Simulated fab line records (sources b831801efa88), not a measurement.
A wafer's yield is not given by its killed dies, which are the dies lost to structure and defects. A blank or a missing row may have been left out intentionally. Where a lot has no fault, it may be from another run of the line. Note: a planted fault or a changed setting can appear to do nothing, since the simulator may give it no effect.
Matching of chambers | flow sky130 | SKY_LI_CONTACT_CMP_24 on cmp-02: 4 sister chambers
The step polishes, stops on PSG, t overpolish 20 s, target thk 0 nm. 27 wafers are shown with their chamber, then 12 later ones without.

== WAFERS PAIRED WITH THEIR CHAMBERS ==
wafer  | chamber | motor-current-A (A) | time-to-endpoint-s (s) | overpolish-run-s (s)
L074.2 | 0       | 10.4                | 99                     | 20.000
L074.3 | 2       | 9.1                 | 99                     | 20.000
L074.6 | 3       | 14.0                | 101                    | 19.993
L077.4 | 0       | 10.7                | 103                    | 20.003
L077.5 | 3       | 13.4                | 98                     | 19.993
L077.6 | 2       | 9.6                 | 98                     | 19.986
L078.1 | 1       | 9.8                 | 104                    | 19.992
L078.2 | 2       | 9.6                 | 102                    | 20.000
L078.3 | 3       | 12.6                | 101                    | 19.999
L081.3 | 0       | 10.6                | 105                    | 20.012
L081.4 | 3       | 12.6                | 103                    | 20.008
L081.5 | 2       | 9.2                 | 98                     | 20.030
L083.1 | 1       | 10.5                | 100                    | 19.994
L083.2 | 2       | 9.2                 | 94                     | 20.003
L083.3 | 0       | 11.1                | 101                    | 20.004
L085.3 | 1       | 10.7                | 98                     | 19.999
L085.4 | 0       | 10.6                | 100                    | 20.031
L085.6 | 1       | 10.1                | 101                    | 19.993
L086.3 | 1       | 10.6                | 99                     | 20.011
L086.5 | 0       | 11.0                | 102                    | 20.013
L086.6 | 3       | 13.4                | 98                     | 19.994
L088.1 | 2       | 8.9                 | 97                     | 19.996
L088.2 | 1       | 9.9                 | 98                     | 20.007
L088.3 | 0       | 10.7                | 99                     | 20.011
L090.2 | 2       | 9.3                 | 100                    | 20.007
L090.3 | 1       | 10.1                | 101                    | 19.994
L090.4 | 0       | 10.6                | 99                     | 19.991

SIGNATURES, as means of the wafers listed above
reading            | chamber 0 | chamber 1 | chamber 2 | chamber 3 | scatter within a chamber
motor-current-A    | 10.713    | 10.243    | 9.271     | 13.200    | 0.359
time-to-endpoint-s | 101.00    | 100.14    | 98.29     | 100.20    | 2.26
overpolish-run-s   | 20.00812  | 19.99857  | 20.00314  | 19.99740  | 0.0106
Rule: a wafer lies at a distance from a chamber equal to the root of the sum of squares, over the readings, of (its reading less the chamber's mean, divided by the reading's scatter). If the next closest chamber is less than 2 further off than the closest, the wafer can't be placed; otherwise it belongs to the closest. How the scatter is found: for the shown wafers, subtract from each reading the mean of its chamber, square and add these, divide the total by (wafers less chambers), then take the root.

== WAFERS WITHOUT THEIR CHAMBER ==
wafer  | motor-current-A (A) | time-to-endpoint-s (s) | overpolish-run-s (s)
L092.1 | 10.8                | 104                    | 20.011
L092.3 | 13.1                | 99                     | 20.030
L092.6 | 13.0                | 102                    | 20.014
L093.1 | 10.3                | 106                    | 19.989
L093.2 | 10.0                | 105                    | 19.994
L093.3 | 9.0                 | 100                    | 20.000
L094.4 | 10.1                | 98                     | 20.005
L094.5 | 9.7                 | 99                     | 20.008
L094.6 | 10.5                | 100                    | 20.004
L097.2 | 10.9                | 99                     | 20.018
L097.4 | 10.0                | 100                    | 19.983
L097.6 | 10.9                | 105                    | 19.990

== CHAMBER TAKEN BY EACH ==
wafer  | from the rows above          | in truth
L092.1 | can't be placed: 0 or 1      | 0
L092.3 | 3                            | 3
L092.6 | 3                            | 3
L093.1 | can't be placed: 1 or 0 or 2 | 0
L093.2 | can't be placed: 1 or 0 or 2 | 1
L093.3 | 2                            | 2
L094.4 | can't be placed: 1 or 0 or 2 | 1
L094.5 | can't be placed: 2 or 1 or 0 | 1
L094.6 | can't be placed: 0 or 1      | 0
L097.2 | can't be placed: 0 or 1      | 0
L097.4 | can't be placed: 1 or 2 or 0 | 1
L097.6 | can't be placed: 0 or 1      | 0
Correct placement for 3 of the 12. Can't be placed from these rows: 9 (the true chamber is among the candidates in 9). Placed wrongly: 0.
